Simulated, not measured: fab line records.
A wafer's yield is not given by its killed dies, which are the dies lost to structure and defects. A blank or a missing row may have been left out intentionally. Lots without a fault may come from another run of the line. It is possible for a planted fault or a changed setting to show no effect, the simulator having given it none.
fab line records / flow sky130 / part 2 of 2: steps 43 to 43 of 43
[record] lots = 7 wafers = 21 last_day = 49
route steps=708 shown SONOS_ONO@176 GATE_OXIDE@187 POLY_GATE@204 RES_PROTECT@206 PAD_OPEN@708
lots with no fault: from the same line, run without faults
start_h: the number of hours between the record's first day and the start of the first shown wafer of the lot / wait_h: how many hours have passed since the lot's step before this one / " same as the row above / L1.1+2: a row that stands for several wafers / - value missing, or start not given / * or withheld: withheld / < > ~ a bound
route shown NAME@n: a module of which the file shows steps, and the number in the route of the first / usual: mean and standard deviation over wafers with no fault / same: alike in all rows / chamber/n: place in a boat / sites: the reading at each site / _std_site: standard deviation of those values / _edge_site: mean of outer sites minus mean of inner sites / radius_mm: how far each site lies from the wafer's centre / mask NAME#n: copy n / behind: the tool/chamber that last shaped the wafer / hold: what put the lot on hold/how long, in hours/how the hold closed / device: whichever transistor did not switch (one of n, p or np) / end of line: tests run on the same wafers once the route is complete / where a step has no rows: the recipe by itself / killed: dies lost to structure and defects at the first sort, not the wafer's yield / map: dies across one wafer; x = killed, . = not, _ = none there
set.NAME: the setting as run; set.NAME@STEP: as run at that earlier step / model.NAME: the simulator's own value behind a step, which no gauge read
lots seen at some steps along the route; tables by step, rows by wafer
services: a tool's chamber out of use, with start hour (start_h, from the record's first day; less than 0 if before it), hours out, and reason
[[steps]]
[step SKY_PAD_OPEN_PROBE_99]
[usual] killed_at_M0_to_M3 = 43/6.6 killed_at_M4_up = 3.0/1.8 killed_at_contacts = 24/5.1 killed_at_front_end = 16/4.5 killed_at_other = 0.3/0.67 killed_dies = 86/9.3 killed_open = 47/6.9 killed_short = 39/6.6
[same] gross_dies = 492 killed_at_back_side = 0
lot.wafer=L380.2 tool=prober-02 chamber=- start_h=1081.28 wait_h=0.1 killed_at_M0_to_M3=40 killed_at_M4_up=3 killed_at_contacts=16 killed_at_front_end=14 killed_at_other=0 killed_dies=73 killed_open=47 killed_short=26 model.etest.cap_thick_oxide.gate_bv_v=15.53 model.etest.diode_nwell_sub.leak_log10_a_cm2=-7.4 model.etest.diode_dnwell_sub.leak_log10_a_cm2=-7.158 model.etest.diode_pwell_dnwell.leak_log10_a_cm2=-7.392 model.etest.diode_ndiff_pwell_hv.leak_log10_a_cm2=-6.605 model.etest.diode_pdiff_nwell_hv.leak_log10_a_cm2=-6.742 model.etest.diode_ndiff_pwell.leak_log10_a_cm2=-7.066 model.etest.diode_pdiff_nwell.leak_log10_a_cm2=-7.22
lot.wafer=L380.3 tool=prober-02 chamber=- start_h=1081.33 wait_h=0.2 killed_at_M0_to_M3=32 killed_at_M4_up=2 killed_at_contacts=22 killed_at_front_end=12 killed_at_other=0 killed_dies=68 killed_open=36 killed_short=30 model.etest.cap_thick_oxide.gate_bv_v=15.56 model.etest.diode_nwell_sub.leak_log10_a_cm2=-7.255 model.etest.diode_dnwell_sub.leak_log10_a_cm2=-7.2 model.etest.diode_pwell_dnwell.leak_log10_a_cm2=-7.745 model.etest.diode_ndiff_pwell_hv.leak_log10_a_cm2=-6.555 model.etest.diode_pdiff_nwell_hv.leak_log10_a_cm2=-6.41 model.etest.diode_ndiff_pwell.leak_log10_a_cm2=-7.255 model.etest.diode_pdiff_nwell.leak_log10_a_cm2=-7.036
lot.wafer=L380.6 tool=prober-02 chamber=- start_h=1081.48 wait_h=0.2 killed_at_M0_to_M3=51 killed_at_M4_up=5 killed_at_contacts=21 killed_at_front_end=17 killed_at_other=0 killed_dies=94 killed_open=45 killed_short=44 model.etest.cap_thick_oxide.gate_bv_v=15.85 model.etest.diode_nwell_sub.leak_log10_a_cm2=-7.339 model.etest.diode_dnwell_sub.leak_log10_a_cm2=-7.311 model.etest.diode_pwell_dnwell.leak_log10_a_cm2=-7.218 model.etest.diode_ndiff_pwell_hv.leak_log10_a_cm2=-6.49 model.etest.diode_pdiff_nwell_hv.leak_log10_a_cm2=-6.641 model.etest.diode_ndiff_pwell.leak_log10_a_cm2=-7.29 model.etest.diode_pdiff_nwell.leak_log10_a_cm2=-7.326
lot.wafer=L383.1 tool=prober-02 chamber=- start_h=1110.58 wait_h=0.1 killed_at_M0_to_M3=48 killed_at_M4_up=2 killed_at_contacts=27 killed_at_front_end=14 killed_at_other=1 killed_dies=92 killed_open=56 killed_short=36 model.etest.cap_thick_oxide.gate_bv_v=16.11 model.etest.diode_nwell_sub.leak_log10_a_cm2=-7.332 model.etest.diode_dnwell_sub.leak_log10_a_cm2=-7.554 model.etest.diode_pwell_dnwell.leak_log10_a_cm2=-7.701 model.etest.diode_ndiff_pwell_hv.leak_log10_a_cm2=-6.593 model.etest.diode_pdiff_nwell_hv.leak_log10_a_cm2=-6.652 model.etest.diode_ndiff_pwell.leak_log10_a_cm2=-7.321 model.etest.diode_pdiff_nwell.leak_log10_a_cm2=-6.815
lot.wafer=L383.2 tool=prober-02 chamber=- start_h=1110.63 wait_h=0.1 killed_at_M0_to_M3=42 killed_at_M4_up=1 killed_at_contacts=21 killed_at_front_end=11 killed_at_other=0 killed_dies=75 killed_open=37 killed_short=38 model.etest.cap_thick_oxide.gate_bv_v=16.2 model.etest.diode_nwell_sub.leak_log10_a_cm2=-7.361 model.etest.diode_dnwell_sub.leak_log10_a_cm2=-7.059 model.etest.diode_pwell_dnwell.leak_log10_a_cm2=-7.67 model.etest.diode_ndiff_pwell_hv.leak_log10_a_cm2=-6.645 model.etest.diode_pdiff_nwell_hv.leak_log10_a_cm2=-6.49 model.etest.diode_ndiff_pwell.leak_log10_a_cm2=-7.325 model.etest.diode_pdiff_nwell.leak_log10_a_cm2=-6.976
lot.wafer=L383.4 tool=prober-02 chamber=- start_h=1110.73 wait_h=0.2 killed_at_M0_to_M3=44 killed_at_M4_up=5 killed_at_contacts=30 killed_at_front_end=11 killed_at_other=0 killed_dies=90 killed_open=58 killed_short=32 model.etest.cap_thick_oxide.gate_bv_v=16.2 model.etest.diode_nwell_sub.leak_log10_a_cm2=-7.455 model.etest.diode_dnwell_sub.leak_log10_a_cm2=-7.622 model.etest.diode_pwell_dnwell.leak_log10_a_cm2=-7.4 model.etest.diode_ndiff_pwell_hv.leak_log10_a_cm2=-6.699 model.etest.diode_pdiff_nwell_hv.leak_log10_a_cm2=-6.627 model.etest.diode_ndiff_pwell.leak_log10_a_cm2=-7.361 model.etest.diode_pdiff_nwell.leak_log10_a_cm2=-7.098
lot.wafer=L385.1 tool=prober-01 chamber=- start_h=1115.00 wait_h=0.1 killed_at_M0_to_M3=46 killed_at_M4_up=1 killed_at_contacts=23 killed_at_front_end=14 killed_at_other=1 killed_dies=85 killed_open=51 killed_short=34 model.etest.cap_thick_oxide.gate_bv_v=13.78 model.etest.diode_nwell_sub.leak_log10_a_cm2=-6.332 model.etest.diode_dnwell_sub.leak_log10_a_cm2=-6.416 model.etest.diode_pwell_dnwell.leak_log10_a_cm2=-6.662 model.etest.diode_ndiff_pwell_hv.leak_log10_a_cm2=-6.214 model.etest.diode_pdiff_nwell_hv.leak_log10_a_cm2=-6.198 model.etest.diode_ndiff_pwell.leak_log10_a_cm2=-6.974 model.etest.diode_pdiff_nwell.leak_log10_a_cm2=-6.829
lot.wafer=L385.3 tool=prober-01 chamber=- start_h=1115.10 wait_h=0.2 killed_at_M0_to_M3=37 killed_at_M4_up=2 killed_at_contacts=17 killed_at_front_end=15 killed_at_other=0 killed_dies=71 killed_open=41 killed_short=29 model.etest.cap_thick_oxide.gate_bv_v=13.71 model.etest.diode_nwell_sub.leak_log10_a_cm2=-6.569 model.etest.diode_dnwell_sub.leak_log10_a_cm2=-6.23 model.etest.diode_pwell_dnwell.leak_log10_a_cm2=-6.891 model.etest.diode_ndiff_pwell_hv.leak_log10_a_cm2=-6.522 model.etest.diode_pdiff_nwell_hv.leak_log10_a_cm2=-6.025 model.etest.diode_ndiff_pwell.leak_log10_a_cm2=-6.79 model.etest.diode_pdiff_nwell.leak_log10_a_cm2=-6.817
lot.wafer=L385.5 tool=prober-01 chamber=- start_h=1115.20 wait_h=0.2 killed_at_M0_to_M3=39 killed_at_M4_up=2 killed_at_contacts=29 killed_at_front_end=19 killed_at_other=0 killed_dies=89 killed_open=48 killed_short=39 model.etest.cap_thick_oxide.gate_bv_v=14.14 model.etest.diode_nwell_sub.leak_log10_a_cm2=-6.151 model.etest.diode_dnwell_sub.leak_log10_a_cm2=-6.317 model.etest.diode_pwell_dnwell.leak_log10_a_cm2=-6.819 model.etest.diode_ndiff_pwell_hv.leak_log10_a_cm2=-6.496 model.etest.diode_pdiff_nwell_hv.leak_log10_a_cm2=-6.467 model.etest.diode_ndiff_pwell.leak_log10_a_cm2=-6.732 model.etest.diode_pdiff_nwell.leak_log10_a_cm2=-7.054
lot.wafer=L386.4 tool=prober-02 chamber=- start_h=1118.74 wait_h=0.2 killed_at_M0_to_M3=45 killed_at_M4_up=1 killed_at_contacts=20 killed_at_front_end=8 killed_at_other=0 killed_dies=74 killed_open=38 killed_short=36 model.etest.cap_thick_oxide.gate_bv_v=13.96 model.etest.diode_nwell_sub.leak_log10_a_cm2=-6.237 model.etest.diode_dnwell_sub.leak_log10_a_cm2=-6.38 model.etest.diode_pwell_dnwell.leak_log10_a_cm2=-6.77 model.etest.diode_ndiff_pwell_hv.leak_log10_a_cm2=-6.178 model.etest.diode_pdiff_nwell_hv.leak_log10_a_cm2=-6.122 model.etest.diode_ndiff_pwell.leak_log10_a_cm2=-6.929 model.etest.diode_pdiff_nwell.leak_log10_a_cm2=-6.826
lot.wafer=L386.5 tool=prober-02 chamber=- start_h=1118.79 wait_h=0.2 killed_at_M0_to_M3=52 killed_at_M4_up=8 killed_at_contacts=25 killed_at_front_end=17 killed_at_other=0 killed_dies=102 killed_open=53 killed_short=49 model.etest.cap_thick_oxide.gate_bv_v=13.62 model.etest.diode_nwell_sub.leak_log10_a_cm2=-6.603 model.etest.diode_dnwell_sub.leak_log10_a_cm2=-6.739 model.etest.diode_pwell_dnwell.leak_log10_a_cm2=-6.901 model.etest.diode_ndiff_pwell_hv.leak_log10_a_cm2=-5.986 model.etest.diode_pdiff_nwell_hv.leak_log10_a_cm2=-6.52 model.etest.diode_ndiff_pwell.leak_log10_a_cm2=-6.838 model.etest.diode_pdiff_nwell.leak_log10_a_cm2=-6.983
lot.wafer=L386.6 tool=prober-02 chamber=- start_h=1118.84 wait_h=0.2 killed_at_M0_to_M3=53 killed_at_M4_up=1 killed_at_contacts=21 killed_at_front_end=14 killed_at_other=0 killed_dies=89 killed_open=49 killed_short=40 model.etest.cap_thick_oxide.gate_bv_v=13.59 model.etest.diode_nwell_sub.leak_log10_a_cm2=-6.286 model.etest.diode_dnwell_sub.leak_log10_a_cm2=-6.553 model.etest.diode_pwell_dnwell.leak_log10_a_cm2=-6.806 model.etest.diode_ndiff_pwell_hv.leak_log10_a_cm2=-6.184 model.etest.diode_pdiff_nwell_hv.leak_log10_a_cm2=-6.292 model.etest.diode_ndiff_pwell.leak_log10_a_cm2=-6.891 model.etest.diode_pdiff_nwell.leak_log10_a_cm2=-6.89
lot.wafer=L387.2 tool=prober-01 chamber=- start_h=1127.01 wait_h=0.1 killed_at_M0_to_M3=46 killed_at_M4_up=4 killed_at_contacts=25 killed_at_front_end=7 killed_at_other=0 killed_dies=82 killed_open=48 killed_short=34 model.etest.cap_thick_oxide.gate_bv_v=13.34 model.etest.diode_nwell_sub.leak_log10_a_cm2=-6.343 model.etest.diode_dnwell_sub.leak_log10_a_cm2=-6.348 model.etest.diode_pwell_dnwell.leak_log10_a_cm2=-6.905 model.etest.diode_ndiff_pwell_hv.leak_log10_a_cm2=-6.406 model.etest.diode_pdiff_nwell_hv.leak_log10_a_cm2=-6.017 model.etest.diode_ndiff_pwell.leak_log10_a_cm2=-6.771 model.etest.diode_pdiff_nwell.leak_log10_a_cm2=-7.212
lot.wafer=L387.3 tool=prober-01 chamber=- start_h=1127.06 wait_h=0.2 killed_at_M0_to_M3=44 killed_at_M4_up=1 killed_at_contacts=27 killed_at_front_end=15 killed_at_other=0 killed_dies=87 killed_open=48 killed_short=39 model.etest.cap_thick_oxide.gate_bv_v=13.58 model.etest.diode_nwell_sub.leak_log10_a_cm2=-6.645 model.etest.diode_dnwell_sub.leak_log10_a_cm2=-6.415 model.etest.diode_pwell_dnwell.leak_log10_a_cm2=-6.893 model.etest.diode_ndiff_pwell_hv.leak_log10_a_cm2=-6.168 model.etest.diode_pdiff_nwell_hv.leak_log10_a_cm2=-6.065 model.etest.diode_ndiff_pwell.leak_log10_a_cm2=-7.125 model.etest.diode_pdiff_nwell.leak_log10_a_cm2=-7.114
lot.wafer=L387.6 tool=prober-01 chamber=- start_h=1127.21 wait_h=0.2 killed_at_M0_to_M3=49 killed_at_M4_up=2 killed_at_contacts=26 killed_at_front_end=9 killed_at_other=0 killed_dies=86 killed_open=44 killed_short=42 model.etest.cap_thick_oxide.gate_bv_v=13.64 model.etest.diode_nwell_sub.leak_log10_a_cm2=-6.431 model.etest.diode_dnwell_sub.leak_log10_a_cm2=-6.503 model.etest.diode_pwell_dnwell.leak_log10_a_cm2=-6.622 model.etest.diode_ndiff_pwell_hv.leak_log10_a_cm2=-6.125 model.etest.diode_pdiff_nwell_hv.leak_log10_a_cm2=-6.139 model.etest.diode_ndiff_pwell.leak_log10_a_cm2=-6.847 model.etest.diode_pdiff_nwell.leak_log10_a_cm2=-6.952
lot.wafer=L392.2 tool=prober-02 chamber=- start_h=1152.49 wait_h=0.1 killed_at_M0_to_M3=30 killed_at_M4_up=4 killed_at_contacts=24 killed_at_front_end=19 killed_at_other=0 killed_dies=77 killed_open=40 killed_short=37 model.etest.cap_thick_oxide.gate_bv_v=15.66 model.etest.diode_nwell_sub.leak_log10_a_cm2=-7.53 model.etest.diode_dnwell_sub.leak_log10_a_cm2=-7.1 model.etest.diode_pwell_dnwell.leak_log10_a_cm2=-7.678 model.etest.diode_ndiff_pwell_hv.leak_log10_a_cm2=-6.482 model.etest.diode_pdiff_nwell_hv.leak_log10_a_cm2=-6.619 model.etest.diode_ndiff_pwell.leak_log10_a_cm2=-7.296 model.etest.diode_pdiff_nwell.leak_log10_a_cm2=-7.492
lot.wafer=L392.3 tool=prober-02 chamber=- start_h=1152.54 wait_h=0.2 killed_at_M0_to_M3=43 killed_at_M4_up=6 killed_at_contacts=19 killed_at_front_end=11 killed_at_other=0 killed_dies=79 killed_open=38 killed_short=40 model.etest.cap_thick_oxide.gate_bv_v=15.71 model.etest.diode_nwell_sub.leak_log10_a_cm2=-7.502 model.etest.diode_dnwell_sub.leak_log10_a_cm2=-7.309 model.etest.diode_pwell_dnwell.leak_log10_a_cm2=-7.642 model.etest.diode_ndiff_pwell_hv.leak_log10_a_cm2=-6.769 model.etest.diode_pdiff_nwell_hv.leak_log10_a_cm2=-6.649 model.etest.diode_ndiff_pwell.leak_log10_a_cm2=-7.5 model.etest.diode_pdiff_nwell.leak_log10_a_cm2=-7.147
lot.wafer=L392.4 tool=prober-02 chamber=- start_h=1152.59 wait_h=0.2 killed_at_M0_to_M3=33 killed_at_M4_up=5 killed_at_contacts=28 killed_at_front_end=11 killed_at_other=0 killed_dies=77 killed_open=39 killed_short=37 model.etest.cap_thick_oxide.gate_bv_v=15.49 model.etest.diode_nwell_sub.leak_log10_a_cm2=-7.367 model.etest.diode_dnwell_sub.leak_log10_a_cm2=-7.5 model.etest.diode_pwell_dnwell.leak_log10_a_cm2=-7.513 model.etest.diode_ndiff_pwell_hv.leak_log10_a_cm2=-6.787 model.etest.diode_pdiff_nwell_hv.leak_log10_a_cm2=-6.398 model.etest.diode_ndiff_pwell.leak_log10_a_cm2=-7.5 model.etest.diode_pdiff_nwell.leak_log10_a_cm2=-7.097
lot.wafer=L396.1 tool=prober-02 chamber=- start_h=1174.98 wait_h=0.1 killed_at_M0_to_M3=38 killed_at_M4_up=1 killed_at_contacts=27 killed_at_front_end=22 killed_at_other=2 killed_dies=90 killed_open=49 killed_short=41 model.etest.cap_thick_oxide.gate_bv_v=15.06 model.etest.diode_nwell_sub.leak_log10_a_cm2=-7.436 model.etest.diode_dnwell_sub.leak_log10_a_cm2=-7.508 model.etest.diode_pwell_dnwell.leak_log10_a_cm2=-7.764 model.etest.diode_ndiff_pwell_hv.leak_log10_a_cm2=-6.386 model.etest.diode_pdiff_nwell_hv.leak_log10_a_cm2=-6.777 model.etest.diode_ndiff_pwell.leak_log10_a_cm2=-7.421 model.etest.diode_pdiff_nwell.leak_log10_a_cm2=-7.205
lot.wafer=L396.5 tool=prober-02 chamber=- start_h=1175.18 wait_h=0.2 killed_at_M0_to_M3=48 killed_at_M4_up=5 killed_at_contacts=21 killed_at_front_end=14 killed_at_other=0 killed_dies=88 killed_open=52 killed_short=36 model.etest.cap_thick_oxide.gate_bv_v=15.07 model.etest.diode_nwell_sub.leak_log10_a_cm2=-7.476 model.etest.diode_dnwell_sub.leak_log10_a_cm2=-7.431 model.etest.diode_pwell_dnwell.leak_log10_a_cm2=-7.793 model.etest.diode_ndiff_pwell_hv.leak_log10_a_cm2=-6.599 model.etest.diode_pdiff_nwell_hv.leak_log10_a_cm2=-6.803 model.etest.diode_ndiff_pwell.leak_log10_a_cm2=-7.119 model.etest.diode_pdiff_nwell.leak_log10_a_cm2=-7.422
lot.wafer=L396.6 tool=prober-02 chamber=- start_h=1175.23 wait_h=0.2 killed_at_M0_to_M3=55 killed_at_M4_up=2 killed_at_contacts=25 killed_at_front_end=20 killed_at_other=0 killed_dies=102 killed_open=59 killed_short=42 model.etest.cap_thick_oxide.gate_bv_v=14.74 model.etest.diode_nwell_sub.leak_log10_a_cm2=-7.431 model.etest.diode_dnwell_sub.leak_log10_a_cm2=-7.504 model.etest.diode_pwell_dnwell.leak_log10_a_cm2=-7.397 model.etest.diode_ndiff_pwell_hv.leak_log10_a_cm2=-6.707 model.etest.diode_pdiff_nwell_hv.leak_log10_a_cm2=-6.718 model.etest.diode_ndiff_pwell.leak_log10_a_cm2=-7.195 model.etest.diode_pdiff_nwell.leak_log10_a_cm2=-7.212
// killed by level:class
L380.2 VIA1:geometric_particle:open=14 VIA3:geometric_particle:open=9 CONTACT:geometric_particle:open=5 FIELD_ISO:geometric_particle:open=4 LI_CONTACT:geometric_particle:open=4 LOCAL_INTERCONNECT:geometric_particle:short=4 FIELD_ISO:geometric_particle:short=3 POLY_GATE:geometric_particle:open=3
L380.3 LI_CONTACT:geometric_particle:open=7 CONTACT:geometric_particle:open=7 FIELD_ISO:geometric_particle:open=5 VIA1:geometric_particle:open=5 VIA2:geometric_particle:open=5 VIA3:geometric_particle:short=5 VIA2:geometric_particle:short=4 CONTACT:geometric_particle:short=4
L380.6 VIA1:geometric_particle:open=10 METAL1:geometric_particle:short=9 FIELD_ISO:geometric_particle:open=7 METAL2:geometric_particle:short=7 VIA3:geometric_particle:open=6 CONTACT:geometric_particle:open=6 LI_CONTACT:geometric_particle:open=5 CONTACT:geometric_particle:short=5
L383.1 VIA1:geometric_particle:open=18 LOCAL_INTERCONNECT:geometric_particle:short=10 METAL2:geometric_particle:short=8 CONTACT:geometric_particle:open=7 VIA3:geometric_particle:open=7 POLY_GATE:geometric_particle:open=6 LI_CONTACT:geometric_particle:open=6 VIA2:geometric_particle:open=5
L383.2 VIA3:geometric_particle:open=8 CONTACT:geometric_particle:open=7 VIA2:geometric_particle:open=7 CONTACT:geometric_particle:short=6 VIA1:geometric_particle:short=6 METAL1:geometric_particle:short=5 METAL2:geometric_particle:short=5 POLY_GATE:geometric_particle:open=4
L383.4 CONTACT:geometric_particle:open=16 VIA1:geometric_particle:open=11 LI_CONTACT:geometric_particle:open=8 METAL1:geometric_particle:short=6 VIA2:geometric_particle:open=6 VIA1:geometric_particle:short=5 METAL4:geometric_particle:short=5 LOCAL_INTERCONNECT:geometric_particle:short=4
L385.1 VIA2:geometric_particle:open=13 CONTACT:geometric_particle:open=9 METAL2:geometric_particle:short=6 LI_CONTACT:geometric_particle:open=5 VIA1:geometric_particle:open=5 FIELD_ISO:geometric_particle:open=4 CONTACT:geometric_particle:short=4 METAL1:geometric_particle:short=4
L385.3 VIA1:geometric_particle:open=11 VIA2:geometric_particle:open=7 FIELD_ISO:geometric_particle:short=5 CONTACT:geometric_particle:open=5 CONTACT:geometric_particle:short=4 METAL1:geometric_particle:short=4 FIELD_ISO:geometric_particle:open=3 POLY_GATE:geometric_particle:open=3
L385.5 CONTACT:geometric_particle:open=12 METAL2:geometric_particle:short=8 VIA1:geometric_particle:open=8 CONTACT:geometric_particle:short=7 LI_CONTACT:geometric_particle:open=6 VIA3:geometric_particle:open=6 VIA1:geometric_particle:short=5 VIA2:geometric_particle:open=5
L386.4 VIA1:geometric_particle:open=12 METAL2:geometric_particle:short=11 LI_CONTACT:geometric_particle:open=7 VIA2:geometric_particle:open=6 VIA3:geometric_particle:open=5 FIELD_ISO:geometric_particle:short=4 CONTACT:geometric_particle:open=4 LI_CONTACT:geometric_particle:short=3
L386.5 VIA1:geometric_particle:open=19 CONTACT:geometric_particle:open=8 VIA2:geometric_particle:short=7 CONTACT:geometric_particle:short=7 VIA3:geometric_particle:open=7 POLY_GATE:geometric_particle:short=5 METAL4:geometric_particle:short=5 METAL2:geometric_particle:short=5
L386.6 VIA1:geometric_particle:open=13 CONTACT:geometric_particle:open=8 METAL2:geometric_particle:short=8 VIA3:geometric_particle:open=8 VIA1:geometric_particle:short=5 VIA3:geometric_particle:short=5 FIELD_ISO:geometric_particle:short=4 POLY_GATE:geometric_particle:open=4
L387.2 VIA1:geometric_particle:open=11 CONTACT:geometric_particle:open=10 METAL1:geometric_particle:short=6 LI_CONTACT:geometric_particle:open=6 VIA1:geometric_particle:short=6 VIA2:geometric_particle:open=6 VIA3:geometric_particle:open=5 CONTACT:geometric_particle:short=3
L387.3 VIA1:geometric_particle:open=13 CONTACT:geometric_particle:open=9 VIA3:geometric_particle:open=6 FIELD_ISO:geometric_particle:open=5 LI_CONTACT:geometric_particle:open=5 LOCAL_INTERCONNECT:geometric_particle:short=5 METAL1:geometric_particle:short=5 METAL2:geometric_particle:short=4
L387.6 VIA1:geometric_particle:open=10 VIA2:geometric_particle:open=9 LOCAL_INTERCONNECT:geometric_particle:short=7 METAL1:geometric_particle:short=7 LI_CONTACT:geometric_particle:open=6 CONTACT:geometric_particle:open=6 VIA3:geometric_particle:short=5 METAL2:geometric_particle:short=5
L392.2 CONTACT:geometric_particle:open=10 LI_CONTACT:geometric_particle:open=7 FIELD_ISO:geometric_particle:open=6 VIA1:geometric_particle:open=5 METAL1:geometric_particle:short=5 VIA1:geometric_particle:short=5 METAL2:geometric_particle:short=5 VIA2:geometric_particle:open=5
L392.3 CONTACT:geometric_particle:open=8 VIA1:geometric_particle:short=7 METAL1:geometric_particle:short=6 VIA2:geometric_particle:open=6 METAL4:geometric_particle:short=6 LI_CONTACT:geometric_particle:open=5 METAL2:geometric_particle:short=5 VIA1:geometric_particle:open=5
L392.4 CONTACT:geometric_particle:open=13 VIA1:geometric_particle:open=6 VIA3:geometric_particle:open=6 FIELD_ISO:geometric_particle:short=5 CONTACT:geometric_particle:short=5 METAL1:geometric_particle:short=5 LI_CONTACT:geometric_particle:short=4 LI_CONTACT:geometric_particle:open=4
L396.1 LI_CONTACT:geometric_particle:open=10 CONTACT:geometric_particle:open=8 FIELD_ISO:geometric_particle:open=7 FIELD_ISO:geometric_particle:short=7 VIA1:geometric_particle:open=7 LOCAL_INTERCONNECT:geometric_particle:short=5 VIA1:geometric_particle:short=5 VIA2:geometric_particle:open=5
L396.5 VIA1:geometric_particle:open=11 VIA3:geometric_particle:open=8 VIA2:geometric_particle:open=8 POLY_GATE:geometric_particle:open=5 LI_CONTACT:geometric_particle:open=5 CONTACT:geometric_particle:open=5 METAL2:geometric_particle:short=5 LOCAL_INTERCONNECT:geometric_particle:short=4
L396.6 VIA1:geometric_particle:open=13 METAL2:geometric_particle:short=12 CONTACT:geometric_particle:open=10 LI_CONTACT:geometric_particle:open=7 VIA2:geometric_particle:open=7 VIA3:geometric_particle:open=6 FIELD_ISO:geometric_particle:open=5 VIA1:geometric_particle:short=5
[[services]]
tool=rie_diel-01 chamber=1 start_h=276.81 hours=2.4 kind=repair
tool=rie_diel-02 chamber=- start_h=280.58 hours=14.6 kind=pm
tool=furnace-02 chamber=- start_h=306.24 hours=3.1 kind=pm
tool=plasma_asher-04 chamber=- start_h=323.06 hours=2.0 kind=repair
tool=rie_diel-01 chamber=0 start_h=323.86 hours=6.7 kind=repair
tool=furnace-02 chamber=- start_h=326.69 hours=2.4 kind=pm
tool=rie_diel-01 chamber=2 start_h=349.04 hours=5.6 kind=repair
tool=furnace-01 chamber=- start_h=373.99 hours=5.4 kind=pm
tool=rie_diel-04 chamber=1 start_h=374.26 hours=95.7 kind=repair
tool=furnace-01 chamber=- start_h=388.64 hours=3.1 kind=pm
tool=plasma_asher-01 chamber=- start_h=402.99 hours=1.4 kind=repair
tool=rie_diel-01 chamber=- start_h=406.00 hours=0.1 kind=repair
tool=furnace-02 chamber=- start_h=406.85 hours=14.8 kind=pm
tool=rie_diel-02 chamber=1 start_h=408.44 hours=15.8 kind=repair
tool=plasma_asher-04 chamber=- start_h=413.49 hours=8.0 kind=repair
tool=plasma_asher-01 chamber=- start_h=421.25 hours=9.0 kind=pm
tool=plasma_asher-01 chamber=0 start_h=421.25 hours=9.0 kind=vent_cycle
tool=rie_diel-02 chamber=3 start_h=424.28 hours=- kind=clean
tool=rie_diel-02 chamber=3 start_h=424.28 hours=17.2 kind=scheduled_down
tool=rie_diel-02 chamber=3 start_h=424.28 hours=17.2 kind=vent_cycle
tool=furnace-02 chamber=- start_h=461.38 hours=13.9 kind=pm
tool=furnace-02 chamber=- start_h=475.31 hours=3.5 kind=pm
tool=rie_diel-04 chamber=2 start_h=484.56 hours=5.9 kind=repair
tool=rie_diel-04 chamber=1 start_h=487.88 hours=3.4 kind=repair
[[key]]
first_sign none at tools or gauges
[model_effect] step = SKY_PAD_OPEN_PROBE_99 value = etest.cap_thick_oxide.gate_bv_v without = 15.53 struck = 13.71
met_at SKY_GATE_OXIDE_OXIDATION_01
struck_wafers L385.1,L385.3,L385.5,L386.4,L386.5,L386.6,L387.2,L387.3,L387.6
tester_left_out L385,L386,L387
onset_between 331.20 339.85
[fault] kind = metallic_contamination_source tool = furnace-01 chamber = - onset_h = 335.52 steps = SKY_GATE_OXIDE_OXIDATION_01 rate_cm2_per_visit = 6.5497e+11 species = metal_fe_cm2
// tester_left_out: of these lots the tester's yield and bins aren't shown, on N5 and GAA mostly nor the transistor test; their killed dies are dies lost to structure and defects alone, not to doping, threshold or leakage, so they don't give the yield
